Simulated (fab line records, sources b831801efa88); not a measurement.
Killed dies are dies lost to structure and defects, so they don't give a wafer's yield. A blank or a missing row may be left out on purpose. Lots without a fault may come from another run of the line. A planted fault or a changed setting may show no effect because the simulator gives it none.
Which tool did it? | flow sky130 | 14 lots, 42 wafers sampled, at 3 steps of a route of 708

WHAT THE GAUGES READ, wafer by wafer
SKY_VT_ADJUST_LVTN_TW_MEAS_10.
lot  | measured     | on            | VT_ADJUST_LVTN_TW
L541 | day 6 21:06  | film_metro-02 | 240.2 240.2 239.8
L542 | day 7 05:38  | film_metro-02 | 239.4 239.3 239.5
L543 | day 7 09:38  | film_metro-03 | 240.9 241.1 239.9
L545 | day 7 22:53  | film_metro-03 | 241.2 241.0 241.0
L547 | day 8 15:56  | film_metro-03 | 239.6 238.2 238.4
L550 | day 9 14:18  | film_metro-02 | 237.9 238.9 236.8
L551 | day 9 19:52  | film_metro-02 | 239.0 238.4 238.9
L552 | day 10 00:38 | film_metro-02 | 239.1 238.5 239.6
L553 | day 10 10:20 | film_metro-03 | 240.5 240.1 239.4
L554 | day 10 17:50 | film_metro-02 | 238.9 238.0 238.4
L555 | day 10 20:06 | film_metro-03 | 239.6 239.6 239.7
L561 | day 12 07:38 | film_metro-03 | 240.7 239.0 241.7
L563 | day 12 23:35 | film_metro-01 | 240.7 239.2 241.0
L564 | day 13 04:15 | film_metro-03 | 240.4 240.5 240.3

SKY_CONTACT_OVL_MEAS_15.
lot  | measured     | on         | CONTACT_OVL (nm)
L541 | day 31 12:01 | overlay-02 | 2 -1 -4
L542 | day 31 21:08 | overlay-02 | 7 1 4
L543 | day 32 04:10 | overlay-02 | -3 -3 3
L545 | day 33 12:08 | overlay-01 | -4 -5 0
L547 | day 34 04:25 | overlay-02 | -11 -15 -5
L550 | day 34 22:04 | overlay-02 | 0 5 -4
L553 | day 35 20:47 | overlay-01 | -3 1 3
L554 | day 36 04:46 | overlay-01 | 4 -5 -1
L555 | day 36 08:07 | overlay-01 | 0 4 3
L561 | day 37 22:22 | overlay-02 | -6 -2 -5
L563 | day 38 14:11 | overlay-01 | -6 0 6
L564 | day 38 16:41 | overlay-02 | 2 2 -3

WHICH TOOL RAN EACH LOT (tool, then ch and the chambers of the sampled wafers, then the start)
lot  | SKY_LOCAL_INTERCONNECT_EXPOSE_08
L541 | krf_scanner-02 ch 0, day 29 17:37
L542 | krf_scanner-02 ch 0, day 30 02:46
L543 | krf_scanner-01 ch 0, day 30 08:54
L545 | krf_scanner-01 ch 0, day 31 17:07
L547 | krf_scanner-02 ch 0, day 32 11:46
L550 | krf_scanner-01 ch 0, day 33 05:07
L551 | krf_scanner-02, day 33 09:28
L552 | krf_scanner-02, day 33 15:53
L553 | krf_scanner-02 ch 0, day 34 03:35
L554 | krf_scanner-02 ch 0, day 34 11:29
L555 | krf_scanner-01 ch 0, day 34 15:58
L561 | krf_scanner-02 ch 0, day 36 06:20
L563 | krf_scanner-02 ch 0, day 36 21:41
L564 | krf_scanner-02 ch 0, day 37 01:19
- SKY_LOCAL_INTERCONNECT_EXPOSE_08: exposes mask LI1M, target cd 170 nm.

WHAT THE TOOLS THEMSELVES READ (means of the sampled wafers that have a number; where no wafer has one, the mark that the record gives instead)
SKY_LOCAL_INTERCONNECT_EXPOSE_08.
lot  | tool           | exposure_dose_mJ_cm2 | focus_offset_nm (nm) | stage_vel_mm_s (mm/s)
L541 | krf_scanner-02 | 27.989               | 0.7                  | 499.64
L542 | krf_scanner-02 | 27.972               | -0.4                 | 499.84
L543 | krf_scanner-01 | 27.988               | -0.2                 | 499.90
L545 | krf_scanner-01 | 27.963               | -0.2                 | 500.03
L547 | krf_scanner-02 | 27.945               | 0.4                  | 499.68
L550 | krf_scanner-01 | 27.947               | 0.1                  | 500.02
L551 | krf_scanner-02 | -                    | -                    | -
L552 | krf_scanner-02 | -                    | -                    | -
L553 | krf_scanner-02 | 27.985               | 0.7                  | 499.84
L554 | krf_scanner-02 | 27.957               | -0.1                 | 499.91
L555 | krf_scanner-01 | 27.958               | 0.4                  | 499.95
L561 | krf_scanner-02 | 27.956               | -0.1                 | 500.24
L563 | krf_scanner-02 | 27.925               | -0.2                 | 499.98
L564 | krf_scanner-02 | 27.935               | 0.1                  | 499.96

THE ANSWER, worked out from the rows above alone
Rule: what is usual is taken from the lots themselves. Put in order of their means at a reading, lots are off if they are a third of the lots or fewer, leave a main group of 4 or more, and stand apart from it by a gap of 3 or more times the standard deviation of the main group's means; of several such gaps the widest counts. A main group whose means are all the same, to the digits that the tables above print for the reading, isn't used. A lot without any number at a reading at which 4 lots or more have one is off too. The other lots that the step has rows for count as sound. The gauges are gone through in route order, then the tools' own readings, and for those a lot's mean is taken as printed above. The first step at which some lot is off is used, and at that step the reading that is off furthest; a lot without a number counts as furthest.
Off: L551, L552, at SKY_LOCAL_INTERCONNECT_EXPOSE_08 (exposure_dose_mJ_cm2). Without a number there: L551, L552. The main group: mean 27.960, standard deviation 0.02.
A tool fits if, at that step or a process step before it, it ran every lot that is off, and no sound lot after the first of them. None of those tried fits.

WHAT THE SIMULATOR HAD PUT IN
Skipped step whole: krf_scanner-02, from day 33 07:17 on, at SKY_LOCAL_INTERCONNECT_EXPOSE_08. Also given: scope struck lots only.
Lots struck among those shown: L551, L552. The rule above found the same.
